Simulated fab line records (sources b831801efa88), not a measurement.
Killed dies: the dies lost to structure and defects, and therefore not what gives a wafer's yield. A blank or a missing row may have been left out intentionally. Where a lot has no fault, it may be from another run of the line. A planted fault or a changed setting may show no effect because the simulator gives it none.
2 desks, one fault || flow sky130 || only its own numbers are on each desk; what lay behind them is given at the end

## FROM THE METROLOGY DESK
Means of the sampled wafers that have a number, per lot and without regard to the tool the lot ran on: this is what the gauges read. The brackets show how far a lot's mean lies from the usual mean; more than 4 standard deviations puts the lot out of limits, marked OUT.
Columns: A = SONOS_TUNNEL_OVL at SKY_SONOS_TUNNEL_OVL_MEAS_08, usual 0.3 nm; B = POLY_GATE_OVL at SKY_POLY_GATE_OVL_MEAS_14, usual -2 nm; C = cd nm at SKY_METAL1_CD_MEAS_15, usual 140.1 nm
{"lot": "L201", "first seen here": "day 11 07:35", "A": -2.2, "B": -1, "C": 141.3}
{"lot": "L202", "first seen here": "day 11 21:50", "A": -1.9, "B": -5, "C": 141.4}
{"lot": "L203", "first seen here": "day 12 07:47", "A": 1.4, "B": 0, "C": 141.1}
{"lot": "L208", "first seen here": "day 14 08:08", "A": 0.0, "B": 0, "C": 138.1}
{"lot": "L209", "first seen here": "day 14 08:26", "A": -0.5, "B": 0, "C": 141.2}
{"lot": "L214", "first seen here": "day 15 21:46", "A": 1.1, "B": 5, "C": 137.2}
{"lot": "L215", "first seen here": "day 16 06:08", "A": -1.2, "B": -2, "C": 139.8}
{"lot": "L218", "first seen here": "day 17 02:22", "A": 0.0, "B": 9, "C": 140.7}
{"lot": "L220", "first seen here": "day 17 20:50", "A": 1.7, "B": 0, "C": 141.8}
{"lot": "L221", "first seen here": "day 18 07:01", "A": 0.1, "B": 4, "C": 141.3}
{"lot": "L222", "first seen here": "day 18 19:18", "A": -1.1, "B": -1, "C": 138.5}
{"lot": "L223", "first seen here": "day 18 21:59", "A": -0.1, "B": -13, "C": 137.9}
This desk's verdict: no lot among the 12 shows anything out of limits.

## AT THE TOOL OWNER'S DESK: pvd sputter-01
The tool's own readings at SKY_METAL4_SPUTTER_02 (material AlCu, target thk 735 nm, time 39.1 s): means of the sampled wafers that have a number, for each lot that ran on this tool. The brackets show how far a lot's mean lies from the usual mean; more than 4 standard deviations puts the lot out of limits, marked OUT.
Columns: A = cathode dc power W at SKY_METAL4_SPUTTER_02, usual 10600 W; B = throttle valve pct at SKY_METAL4_SPUTTER_02, usual 30.0 %
{"lot": "L202", "first seen here": "day 40 13:42", "A": 10602, "B": 29.9}
{"lot": "L203", "first seen here": "day 40 18:53", "A": 10599, "B": 30.6}
{"lot": "L209", "first seen here": "day 42 13:26", "A": 10599, "B": 31.2}
{"lot": "L208", "first seen here": "day 42 17:08", "A": 10598, "B": 30.3}
{"lot": "L220", "first seen here": "day 45 09:38", "A": 10599, "B": 31.1}
{"lot": "L223", "first seen here": "day 46 04:39", "A": 10599, "B": 31.1}
This desk's verdict: no lot among the 6 shows anything out of limits.

## PUT TOGETHER
The metrology desk saw nothing out of limits.
The tool owner's desk saw nothing out of limits.

## WHAT THE SIMULATOR PUT IN
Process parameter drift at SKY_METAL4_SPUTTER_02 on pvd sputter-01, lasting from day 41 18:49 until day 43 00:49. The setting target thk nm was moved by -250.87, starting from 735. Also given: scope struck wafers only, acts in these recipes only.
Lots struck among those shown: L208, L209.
